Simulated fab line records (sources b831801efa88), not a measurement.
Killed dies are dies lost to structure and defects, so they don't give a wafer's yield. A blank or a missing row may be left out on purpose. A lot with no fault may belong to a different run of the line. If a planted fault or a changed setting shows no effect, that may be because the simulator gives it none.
A single fault, viewed from 2 desks -- flow sky130 -- only its own numbers are on each desk; what lay behind them is given at the end

== METROLOGY DESK ==
Means of the sampled wafers that have a number, per lot and without regard to the tool the lot ran on: this is what the gauges read. The brackets show how far a lot's mean lies from the usual mean; more than 4 standard deviations puts the lot out of limits, marked OUT.
Columns: A = PWDE_OVL at SKY_PWDE_OVL_MEAS_07, usual -0.4 nm; B = VT_ADJUST_LVTN_TW at SKY_VT_ADJUST_LVTN_TW_MEAS_10, usual 241.1
lot,first seen here,A,B
L987,day 4 03:40,1.4,241.3
L988,day 4 04:28,-1.7,241.8
L990,day 4 11:25,-0.5,238.2
L991,day 4 17:58,0.3,240.5
L993,day 5 06:34,-2.0,241.5
L996,day 5 22:47,0.2,242.3
L997,day 6 07:31,0.4,240.5
L998,day 6 12:10,0.1,239.7
L100,day 6 21:19,-0.9,239.7
L106,day 8 08:04,0.5,239.3
L107,day 8 11:40,-1.3,242.0
L108,day 8 15:13,-0.8,242.6
L109,day 8 21:20,-1.1,240.4
Finding of this desk: none of the 13 lots has anything out of limits.

== FOR THE TOOL OWNER'S DESK: plasma-asher-04 ==
The tool's own readings at SKY_VT_ADJUST_PCH_STRIP_09 (strips in O2/N2): means of the sampled wafers that have a number, for each lot that ran on this tool. The brackets show how far a lot's mean lies from the usual mean; more than 4 standard deviations puts the lot out of limits, marked OUT.
Columns: A = drypump-motor-current-A at SKY_VT_ADJUST_PCH_STRIP_09, usual 5.4 A; B = o2-flow-sccm at SKY_VT_ADJUST_PCH_STRIP_09, usual 2999 sccm; C = oes-product-au at SKY_VT_ADJUST_PCH_STRIP_09, usual 0.723 a.u.; D = strip-time-to-endpoint-s at SKY_VT_ADJUST_PCH_STRIP_09, usual 36.92 s
lot,first seen here,A,B,C,D
L990,day 11 00:08,5.7,2995,0.726,36.81
L991,day 11 06:32,5.7,3007,0.725,36.87
L100,day 14 05:01,5.7,2997,0.721,37.09
L106,day 16 05:16,5.7,2996,0.656 (-16) OUT,42.72 (+60) OUT
L108,day 16 15:54,5.7,2995,0.656 (-16) OUT,42.64 (+60) OUT
This desk finds L106, L108 out of limits, L106 being first, at day 16 05:16 (oes-product-au at SKY_VT_ADJUST_PCH_STRIP_09). Within limits: L990, L991, L100.

== BROUGHT TOGETHER ==
On L106, L108, at day 16 05:16, an alarm was possible from the tool owner's desk.
Metrology desk: nothing out of limits seen.
The metrology desk holds a record of L106, L108, inside its limits.
All the named lots went through SKY_VT_ADJUST_PCH_STRIP_09 on plasma-asher-04.

== WHAT WAS PUT IN BY THE SIMULATOR ==
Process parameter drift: plasma-asher-04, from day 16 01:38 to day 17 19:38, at SKY_VT_ADJUST_PCH_STRIP_09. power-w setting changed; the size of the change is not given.
Shown lots that were struck: L106, L108.
How many hours passed from the start of the fault until each desk's first out-of-limits reading: the tool owner's desk, 4.
